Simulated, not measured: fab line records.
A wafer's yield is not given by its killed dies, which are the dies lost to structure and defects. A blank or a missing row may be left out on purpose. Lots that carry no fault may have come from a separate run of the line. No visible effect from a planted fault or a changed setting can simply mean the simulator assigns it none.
The tool behind it: which one?    flow sky130    6 lots with 17 wafers sampled at 2 steps, on a route of 708 steps

WHAT THE GAUGES SHOWED, per wafer
SKY_NWELL_RS_MEAS_31: the measuring method here is four-point-probe.
lot   measured      on            PWDE_RS (ohm/sq)
L240  day 5 19:28   filmMetro-03  5277 5289 5269
L245  day 7 03:51   filmMetro-01  5266 5256 5274
L249  day 8 01:16   filmMetro-02  5582 5264 5599 5256
L255  day 9 15:08   filmMetro-02  5288 5286 5296
L259  day 10 20:34  filmMetro-03  5290 5319 5311
L262  day 11 05:37  filmMetro-03  5276 5278 5297

TOOL THAT RAN EACH LOT (tool first, then ch and the chambers of the sampled wafers, then the start)
lot   SKY_PWDE_IMPLANT_08
L240  implanter-04 ch 0, day 4 06:02
L245  implanter-04 ch 0, day 5 11:57
L249  implanter-04 ch 0, day 6 07:42
L255  implanter-03 ch 0, day 7 18:35
L259  implanter-04 ch 0, day 8 22:53
L262  implanter-04 ch 0, day 9 07:33
- SKY_PWDE_IMPLANT_08

THE ANSWER, worked out from the rows above alone
Rule: the usual values come from the lots themselves. The widest of any qualifying gaps counts: lots, ordered by their means at a reading, are off when they make up no more than a third of the lots, leave a main group of 4 or more, and stand apart from it by 3 or more times the standard deviation of that group's means. If all means in a main group match to the digits the tables above print for the reading, that group is not used. Also off: a lot with no number at a reading for which 4 or more lots have one. The other lots that the step has rows for count as sound.
Off: L249, seen at SKY_NWELL_RS_MEAS_31 (PWDE_RS). For the main group the mean is 5285 ohm/sq and the standard deviation 14.
If a tool, at a process step before that reading, ran all the lots that are off and no sound lot after the first of them, it fits. The gauges at SKY_NWELL_RS_MEAS_31 are tried like those tools. No candidate that was tried fits.

WHAT THE SIMULATOR HAD PUT IN
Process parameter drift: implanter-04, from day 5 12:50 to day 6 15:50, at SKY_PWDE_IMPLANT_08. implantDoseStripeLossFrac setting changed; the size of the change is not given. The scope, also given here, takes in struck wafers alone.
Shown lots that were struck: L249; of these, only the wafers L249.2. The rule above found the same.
